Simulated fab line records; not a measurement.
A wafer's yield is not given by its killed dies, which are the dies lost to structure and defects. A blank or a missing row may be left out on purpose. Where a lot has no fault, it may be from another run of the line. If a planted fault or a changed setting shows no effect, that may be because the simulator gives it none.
A struck lot beside a sound one -- flow sky130 -- 29 out of 708 route steps
Sound: the wafers L146.3, L146.5, L146.6. Wafers L161.2, L161.3, L161.6 were the ones struck. At the end, the cause is stated.
Order at every step that has rows: each side's tool, ch and its chambers, its first start. Under that, the readings that differ: sound wafers -- struck wafers -- difference of the means -- sigmas: that difference in standard deviations of wafers without a fault.
alike: readings with means less than 2 such deviations apart, plus words and numbers identical on both sides. not compared: withheld readings, readings lacking a value on some wafer, bounds such as >300 that could conceal the same value, and numbers that have no deviation in the record and whose values overlap.
A row with sigmas, a row that says differs or no value, or rows on one side alone: a step with any of these is where the two part. Numbers that don't overlap but have no deviation are shown without sigmas and don't part them. A reading that every wafer of one side lacks parts them only if that side has two wafers or more.

first, 9 steps without rows for these wafers: SKY_METAL3_DESCUM_15 (chemistry O2, time 8 s); SKY_METAL3_ETCH_16 (etches BARC in N2/H2, stops on SiO2, time 88.2 s, target depth 60 nm); SKY_METAL3_ETCH_17 (etches SiO2 in C4F8/O2/Ar, stops on TiN, time 3.9 s, target depth 15 nm); SKY_METAL3_METAL_ETCH_18 (etches the open film in Cl2/BCl3, stops on SiO2, target depth 845 nm, time 183.1 s); SKY_METAL3_STRIP_19 (strips in O2/N2); SKY_METAL3_STRIP_20 (strips in post etch residue remover, time 1200 s); SKY_METAL3_CLEAN_21 (cleans in IPA, time 180 s); SKY_METAL3_CLEAN_22 (cleans in O3/DIW); SKY_VIA3_HDPCVD_00 (deposits SiO2, target thk 1635 nm, time 268.6 s).
SKY_VIA3_CMP_02: polishes SiO2.
  sound on cmp-02 ch 0,3, day 40 03:49; struck on cmp-02 ch 1,2,3, day 44 10:38
  no value came back on the struck wafers for edgeZonePressureFrac, headPressurePsi (psi), motorCurrentA (A); on the sound wafers edgeZonePressureFrac reads 1.006 0.993 0.998
reading,sound,struck,difference,sigmas
model.SiO2_of_VIA3_HDPCVD_00.thkNm (nm),465.7 465.2 463.7,1605 1622 1618,+1150,
SKY_VIA3_BOW_MEAS_03:
  sound on filmMetro-03, day 40 04:10; struck on filmMetro-01, day 44 10:52
reading,sound,struck,difference,sigmas
VIA3_BOW (um),83 76 73,144 141 146,+66,+8
then, 9 steps without rows for these wafers: SKY_VIA3_DEHYDRATE_04 (time 60 s); SKY_VIA3_HMDS_05 (prime time 60 s); SKY_VIA3_COAT_06 (resist thk 60 nm); SKY_VIA3_COAT_07 (resist thk 450 nm); SKY_VIA3_SOFTBAKE_08 (time 90 s); SKY_VIA3_EXPOSE_09 (exposes mask VIM3, target cd 200 nm); SKY_VIA3_PEB_10; SKY_VIA3_DEVELOP_11 (develop time 60 s); SKY_VIA3_ETCH_14 (etches BARC in N2/H2, stops on SiO2, time 45.9 s, target depth 60 nm).
SKY_VIA3_ETCH_15: etches SiO2 in C4F8/O2/Ar, stops on TiN, target depth 507 nm, time 78 s.
  sound on rieDiel-04 ch 0,1, day 41 04:49; struck on rieDiel-04 ch 0,1,2, day 45 08:43
reading,sound,struck,difference,sigmas
biasW (W),1195 1189 1194,1201 1200 1202,+8,+3
oesProductAu (a.u.),0.947 0.944 0.946,1.634 1.625 1.626,+0.683,+99 or more
model.VIA3.featureDepthNm (nm),465.7 465.2 463.7,511.3 507.5 514.2,+46.1,
model.etch.depthNm (nm),465.7 465.2 463.7,511.3 507.5 514.2,+46.1,
  alike: chamberPressureMTorr
  not compared: rfHoursCounterH
then, 6 steps without rows for these wafers: SKY_VIA3_STRIP_16 (strips in O2/N2); SKY_VIA3_STRIP_17 (strips in post etch residue remover, time 1200 s); SKY_VIA3_CLEAN_18 (cleans in IPA, time 180 s); SKY_VIA3_CLEAN_19 (cleans in O3/DIW); SKY_VIA3_SPUTTER_20 (material TiN, target thk 20 nm, time 80 s); SKY_VIA3_CVD_21 (deposits W, target thk 390 nm, time 117.31 s).
SKY_VIA3_CMP_24: polishes, stops on SiO2, t overpolish 20 s, target thk 0 nm.
  sound on cmp-02 ch 0,2,3, day 41 06:05; struck on cmp-02 ch 1,3, day 45 09:47
reading,sound,struck,difference,sigmas
model.SiO2_of_VIA3_HDPCVD_00.thkNm (nm),461.3 460.8 459.3,1600 1618 1614,+1150,
  alike: edgeZonePressureFrac, headPressurePsi, motorCurrentA
-- the record jumps here: 5 days lie between the struck wafers' starts before and after (it left off in module VIA3 and takes up again in module PAD_OPEN, whose first step shown is number 708 of the route) --
SKY_PAD_OPEN_PROBE_99:
  sound on prober-01, day 47 03:14; struck on prober-01, day 50 08:41
reading,sound,struck,difference,sigmas
defectLimitedYield (%),80.9 85.4 82.1,0 0 0,-83,-44
killed_at_M0_to_M3,43 33 27,440 457 455,+416,+58
killedDies,94 72 88,492 492 492,+407,+43
killedOnRim,15 19 24,96 96 96,+77,+21
sort_bin_5_function (%),11.0 8.7 11.0,94.3 93.7 94.5,+83.9,+60
sortNPass,396 419 403,0 0 0,-406,-37
sortYieldPct (%),80.5 85.2 81.9,0 0 0,-83,-38
  alike: killed_at_M4_up, killedAtContacts, killedAtFrontEnd, killedAtOther, killedOpen, killedShort, sort_bin_3_pad_short, sort_bin_6_memory, sort_bin_8_speed

== WHERE THEY PART ==
Earliest at SKY_VIA3_CMP_02; latest, in this record, at SKY_PAD_OPEN_PROBE_99.

WHY: what had been put in by the simulator
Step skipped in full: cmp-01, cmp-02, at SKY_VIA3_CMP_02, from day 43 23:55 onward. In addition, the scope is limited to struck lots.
